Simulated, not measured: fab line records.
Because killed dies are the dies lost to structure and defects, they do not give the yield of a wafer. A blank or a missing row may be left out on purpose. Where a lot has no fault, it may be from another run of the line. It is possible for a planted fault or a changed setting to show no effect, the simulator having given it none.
Which tool did it? || flow gf180mcu || 10 lots, 30 wafers sampled, at 4 steps of a route of 602

== WHAT EACH GAUGE READ, for each wafer ==
GF_PSD_RS_MEAS_14: measurement is done with a four-point probe.
{"lot": "L360", "measured": "day 14 11:58", "on": "filmMetro-01", "NSD_RS (ohm/sq)": "46.14 46.03 46.06"}
{"lot": "L362", "measured": "day 15 07:47", "on": "filmMetro-01", "NSD_RS (ohm/sq)": "46.02 46.15 46.07"}
{"lot": "L364", "measured": "day 16 07:49", "on": "filmMetro-03", "NSD_RS (ohm/sq)": "46.11 46.14 46.06"}
{"lot": "L366", "measured": "day 17 06:10", "on": "filmMetro-01", "NSD_RS (ohm/sq)": "46.01 46.04 45.98"}
{"lot": "L368", "measured": "day 17 12:52", "on": "filmMetro-02", "NSD_RS (ohm/sq)": "46.22 46.25 46.17"}
{"lot": "L376", "measured": "day 20 08:56", "on": "filmMetro-03", "NSD_RS (ohm/sq)": "48.90 48.87 48.92 48.93 48.89 48.91"}
{"lot": "L375", "measured": "day 20 11:01", "on": "filmMetro-02", "NSD_RS (ohm/sq)": "48.96 48.95 48.92 48.93 49.00 49.15"}
{"lot": "L379", "measured": "day 21 15:28", "on": "filmMetro-03", "NSD_RS (ohm/sq)": "46.10 46.14 46.19"}
{"lot": "L380", "measured": "day 21 16:23", "on": "filmMetro-03", "NSD_RS (ohm/sq)": "46.17 46.21 46.12"}
{"lot": "L382", "measured": "day 22 17:25", "on": "filmMetro-01", "NSD_RS (ohm/sq)": "46.21 46.06 46.10"}

== TOOL THAT RAN EACH LOT (tool first, then ch and the chambers of the sampled wafers, then the start) ==
{"lot": "L360", "GF_HV_LDD_STRIP_49": "plasmaAsher-02 ch 0,1, day 12 15:53", "GF_NSD_IMPLANT_10": "implanter-03 ch 0, day 13 15:29", "GF_NSD_STRIP_11": "plasmaAsher-01 ch 0,1, day 13 15:38"}
{"lot": "L362", "GF_HV_LDD_STRIP_49": "plasmaAsher-04 ch 0,1, day 13 09:37", "GF_NSD_IMPLANT_10": "implanter-03 ch 0, day 14 09:26", "GF_NSD_STRIP_11": "plasmaAsher-04 ch 0,1, day 14 09:34"}
{"lot": "L364", "GF_HV_LDD_STRIP_49": "plasmaAsher-02 ch 0,1, day 14 08:11", "GF_NSD_IMPLANT_10": "implanter-02 ch 0, day 15 08:55", "GF_NSD_STRIP_11": "plasmaAsher-04 ch 0,1, day 15 09:04"}
{"lot": "L366", "GF_HV_LDD_STRIP_49": "plasmaAsher-03 ch 0,1, day 15 05:40", "GF_NSD_IMPLANT_10": "implanter-01 ch 0, day 16 06:46", "GF_NSD_STRIP_11": "plasmaAsher-03 ch 0,1, day 16 06:55"}
{"lot": "L368", "GF_HV_LDD_STRIP_49": "plasmaAsher-04 ch 0,1, day 15 12:09", "GF_NSD_IMPLANT_10": "implanter-01 ch 0, day 16 12:59", "GF_NSD_STRIP_11": "plasmaAsher-01 ch 0,1, day 16 13:08"}
{"lot": "L376", "GF_HV_LDD_STRIP_49": "plasmaAsher-02 ch 0,1, day 18 03:23", "GF_NSD_IMPLANT_10": "implanter-03 ch 0, day 19 07:14", "GF_NSD_STRIP_11": "plasmaAsher-03 ch 1, day 19 07:23"}
{"lot": "L375", "GF_HV_LDD_STRIP_49": "plasmaAsher-04 ch 0,1, day 18 04:45", "GF_NSD_IMPLANT_10": "implanter-03 ch 0, day 19 08:57", "GF_NSD_STRIP_11": "plasmaAsher-04 ch 0,1, day 19 09:06"}
{"lot": "L379", "GF_HV_LDD_STRIP_49": "plasmaAsher-04 ch 0,1, day 19 07:45", "GF_NSD_IMPLANT_10": "implanter-01 ch 0, day 20 13:55", "GF_NSD_STRIP_11": "plasmaAsher-01 ch 0,1, day 20 14:03"}
{"lot": "L380", "GF_HV_LDD_STRIP_49": "plasmaAsher-04 ch 0,1, day 19 10:23", "GF_NSD_IMPLANT_10": "implanter-02 ch 0, day 20 14:44", "GF_NSD_STRIP_11": "plasmaAsher-01 ch 1, day 20 14:51"}
{"lot": "L382", "GF_HV_LDD_STRIP_49": "plasmaAsher-04 ch 0,1, day 20 12:56", "GF_NSD_IMPLANT_10": "implanter-01 ch 0, day 21 16:55", "GF_NSD_STRIP_11": "plasmaAsher-03 ch 0,1, day 21 17:04"}
- GF_HV_LDD_STRIP_49: strips in O2/N2.
- GF_NSD_IMPLANT_10
- GF_NSD_STRIP_11: strips in O2/N2.

== AS READ BY THE TOOLS THEMSELVES (means over the sampled wafers that have a number; for cases with no such wafer, the mark the record gives instead) ==
GF_HV_LDD_STRIP_49.
{"lot": "L360", "tool": "plasmaAsher-02", "drypumpMotorCurrentA (A)": 6.2, "heaterPowerW (W)": 327, "n2FlowSccm (sccm)": 299.6, "oesProductAu (a.u.)": 0.715, "platenTempC (C)": 249.84, "stripTimeToEndpointS (s)": 12.62}
{"lot": "L362", "tool": "plasmaAsher-04", "drypumpMotorCurrentA (A)": 6.0, "heaterPowerW (W)": 384, "n2FlowSccm (sccm)": 299.8, "oesProductAu (a.u.)": 0.717, "platenTempC (C)": 250.11, "stripTimeToEndpointS (s)": 12.66}
{"lot": "L364", "tool": "plasmaAsher-02", "drypumpMotorCurrentA (A)": 5.9, "heaterPowerW (W)": 339, "n2FlowSccm (sccm)": 299.3, "oesProductAu (a.u.)": 0.717, "platenTempC (C)": 250.10, "stripTimeToEndpointS (s)": 12.69}
{"lot": "L366", "tool": "plasmaAsher-03", "drypumpMotorCurrentA (A)": 5.6, "heaterPowerW (W)": 304, "n2FlowSccm (sccm)": 299.7, "oesProductAu (a.u.)": 0.713, "platenTempC (C)": 250.11, "stripTimeToEndpointS (s)": 12.60}
{"lot": "L368", "tool": "plasmaAsher-04", "drypumpMotorCurrentA (A)": 5.6, "heaterPowerW (W)": 370, "n2FlowSccm (sccm)": 300.4, "oesProductAu (a.u.)": 0.717, "platenTempC (C)": 249.93, "stripTimeToEndpointS (s)": 12.61}
{"lot": "L376", "tool": "plasmaAsher-02", "drypumpMotorCurrentA (A)": 5.9, "heaterPowerW (W)": 334, "n2FlowSccm (sccm)": 300.1, "oesProductAu (a.u.)": 0.719, "platenTempC (C)": 249.89, "stripTimeToEndpointS (s)": 12.63}
{"lot": "L375", "tool": "plasmaAsher-04", "drypumpMotorCurrentA (A)": 6.0, "heaterPowerW (W)": 388, "n2FlowSccm (sccm)": 300.4, "oesProductAu (a.u.)": 0.720, "platenTempC (C)": 250.11, "stripTimeToEndpointS (s)": 12.62}
{"lot": "L379", "tool": "plasmaAsher-04", "drypumpMotorCurrentA (A)": 6.0, "heaterPowerW (W)": 390, "n2FlowSccm (sccm)": 299.7, "oesProductAu (a.u.)": 0.715, "platenTempC (C)": 250.05, "stripTimeToEndpointS (s)": 12.63}
{"lot": "L380", "tool": "plasmaAsher-04", "drypumpMotorCurrentA (A)": 5.6, "heaterPowerW (W)": 367, "n2FlowSccm (sccm)": 300.1, "oesProductAu (a.u.)": 0.717, "platenTempC (C)": 250.03, "stripTimeToEndpointS (s)": 12.61}
{"lot": "L382", "tool": "plasmaAsher-04", "drypumpMotorCurrentA (A)": 5.6, "heaterPowerW (W)": 379, "n2FlowSccm (sccm)": 300.4, "oesProductAu (a.u.)": 0.717, "platenTempC (C)": 250.04, "stripTimeToEndpointS (s)": 12.61}

GF_NSD_IMPLANT_10.
{"lot": "L360", "tool": "implanter-03", "doseIonsCm2": 4.996e+14, "endStationPressureTorr (Torr)": 7.4e-06, "faradayCurrentUA": 2774, "tiltDeg (degrees)": 6.994}
{"lot": "L362", "tool": "implanter-03", "doseIonsCm2": 5.000e+14, "endStationPressureTorr (Torr)": 7.1e-06, "faradayCurrentUA": 2827, "tiltDeg (degrees)": 7.031}
{"lot": "L364", "tool": "implanter-02", "doseIonsCm2": 4.998e+14, "endStationPressureTorr (Torr)": 6.9e-06, "faradayCurrentUA": 2806, "tiltDeg (degrees)": 7.016}
{"lot": "L366", "tool": "implanter-01", "doseIonsCm2": 5.005e+14, "endStationPressureTorr (Torr)": 7.1e-06, "faradayCurrentUA": 2771, "tiltDeg (degrees)": 6.974}
{"lot": "L368", "tool": "implanter-01", "doseIonsCm2": 5.001e+14, "endStationPressureTorr (Torr)": 7.3e-06, "faradayCurrentUA": 2760, "tiltDeg (degrees)": 7.013}
{"lot": "L376", "tool": "implanter-03", "doseIonsCm2": 2.739e+14, "endStationPressureTorr (Torr)": 6.1e-06, "faradayCurrentUA": 1519, "tiltDeg (degrees)": 6.989}
{"lot": "L375", "tool": "implanter-03", "doseIonsCm2": 2.735e+14, "endStationPressureTorr (Torr)": 6.3e-06, "faradayCurrentUA": 1501, "tiltDeg (degrees)": 7.004}
{"lot": "L379", "tool": "implanter-01", "doseIonsCm2": 4.996e+14, "endStationPressureTorr (Torr)": 7.3e-06, "faradayCurrentUA": 2703, "tiltDeg (degrees)": 7.002}
{"lot": "L380", "tool": "implanter-02", "doseIonsCm2": 5.001e+14, "endStationPressureTorr (Torr)": 7.3e-06, "faradayCurrentUA": 2811, "tiltDeg (degrees)": 7.015}
{"lot": "L382", "tool": "implanter-01", "doseIonsCm2": 5.002e+14, "endStationPressureTorr (Torr)": 7.4e-06, "faradayCurrentUA": 2797, "tiltDeg (degrees)": 7.032}

GF_NSD_STRIP_11.
{"lot": "L360", "tool": "plasmaAsher-01", "drypumpMotorCurrentA (A)": 5.0, "heaterPowerW (W)": 301, "n2FlowSccm (sccm)": 299.6, "oesProductAu (a.u.)": 0.484, "platenTempC (C)": 249.96, "stripTimeToEndpointS (s)": 22.92}
{"lot": "L362", "tool": "plasmaAsher-04", "drypumpMotorCurrentA (A)": 5.6, "heaterPowerW (W)": 365, "n2FlowSccm (sccm)": 300.3, "oesProductAu (a.u.)": 0.489, "platenTempC (C)": 250.03, "stripTimeToEndpointS (s)": 22.97}
{"lot": "L364", "tool": "plasmaAsher-04", "drypumpMotorCurrentA (A)": 6.0, "heaterPowerW (W)": 386, "n2FlowSccm (sccm)": 301.1, "oesProductAu (a.u.)": 0.486, "platenTempC (C)": 250.12, "stripTimeToEndpointS (s)": 22.95}
{"lot": "L366", "tool": "plasmaAsher-03", "drypumpMotorCurrentA (A)": 5.5, "heaterPowerW (W)": 307, "n2FlowSccm (sccm)": 300.7, "oesProductAu (a.u.)": 0.490, "platenTempC (C)": 250.19, "stripTimeToEndpointS (s)": 23.00}
{"lot": "L368", "tool": "plasmaAsher-01", "drypumpMotorCurrentA (A)": 5.0, "heaterPowerW (W)": 302, "n2FlowSccm (sccm)": 299.2, "oesProductAu (a.u.)": 0.488, "platenTempC (C)": 250.09, "stripTimeToEndpointS (s)": 22.96}
{"lot": "L376", "tool": "plasmaAsher-03", "drypumpMotorCurrentA (A)": 5.7, "heaterPowerW (W)": 306, "n2FlowSccm (sccm)": 298.7, "oesProductAu (a.u.)": 0.490, "platenTempC (C)": 249.83, "stripTimeToEndpointS (s)": 22.73}
{"lot": "L375", "tool": "plasmaAsher-04", "drypumpMotorCurrentA (A)": 6.0, "heaterPowerW (W)": 390, "n2FlowSccm (sccm)": 299.7, "oesProductAu (a.u.)": 0.493, "platenTempC (C)": 250.28, "stripTimeToEndpointS (s)": 22.77}
{"lot": "L379", "tool": "plasmaAsher-01", "drypumpMotorCurrentA (A)": 5.0, "heaterPowerW (W)": 304, "n2FlowSccm (sccm)": 300.3, "oesProductAu (a.u.)": 0.487, "platenTempC (C)": 250.02, "stripTimeToEndpointS (s)": 22.92}
{"lot": "L380", "tool": "plasmaAsher-01", "drypumpMotorCurrentA (A)": 5.5, "heaterPowerW (W)": 281, "n2FlowSccm (sccm)": 299.7, "oesProductAu (a.u.)": 0.485, "platenTempC (C)": 249.95, "stripTimeToEndpointS (s)": 22.98}
{"lot": "L382", "tool": "plasmaAsher-03", "drypumpMotorCurrentA (A)": 5.4, "heaterPowerW (W)": 305, "n2FlowSccm (sccm)": 300.1, "oesProductAu (a.u.)": 0.485, "platenTempC (C)": 249.80, "stripTimeToEndpointS (s)": 23.00}

== THE ANSWER, worked out from the rows above alone ==
Rule: the lots themselves supply what counts as usual. The widest of any qualifying gaps counts: lots, ordered by their means at a reading, are off when they make up no more than a third of the lots, leave a main group of 4 or more, and stand apart from it by 3 or more times the standard deviation of that group's means. A main group whose means are all the same, to the digits that the tables above print for the reading, isn't used. Also off: a lot with no number at a reading for which 4 or more lots have one. The other lots that the step has rows for count as sound. Order of review: gauges by route order, followed by the tools' own readings, for which a lot's mean as printed above is used. At the first step where some lot is off, the reading lying furthest off is the one used; lots without a number count as furthest.
Off: L376, L375, at GF_PSD_RS_MEAS_14 (NSD_RS). Main group: mean 46.11 ohm/sq, sd 0.058.
If a tool, at a process step before that reading, ran all the lots that are off and no sound lot after the first of them, it fits. The gauges at GF_PSD_RS_MEAS_14 aren't tried: what is off there is off at GF_NSD_IMPLANT_10 too, on other tools, and a gauge's error can't cause that. One candidate fits, namely implanter-03 at GF_NSD_IMPLANT_10. Its last sound lot is L362 (day 14 09:26), its first lot that is off L376 (day 19 07:14): a fault that began between those two fits.
The tool's own readings at GF_NSD_IMPLANT_10 bear it out: on the lots that are off they differ by more than 5 times the standard deviation of the sound lots' means. doseIonsCm2 reads 2.737e+14 there against 5.000e+14 on the sound lots; endStationPressureTorr reads 6.2e-06 Torr there against 7.2e-06 Torr on the sound lots; faradayCurrentUA reads 1510 there against 2781 on the sound lots.

== WHAT WAS PUT IN BY THE SIMULATOR ==
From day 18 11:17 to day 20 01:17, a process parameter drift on implanter-03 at GF_NSD_IMPLANT_10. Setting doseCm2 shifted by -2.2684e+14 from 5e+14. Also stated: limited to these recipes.
Shown lots that were struck: L376, L375. This agrees with what the rule above found.
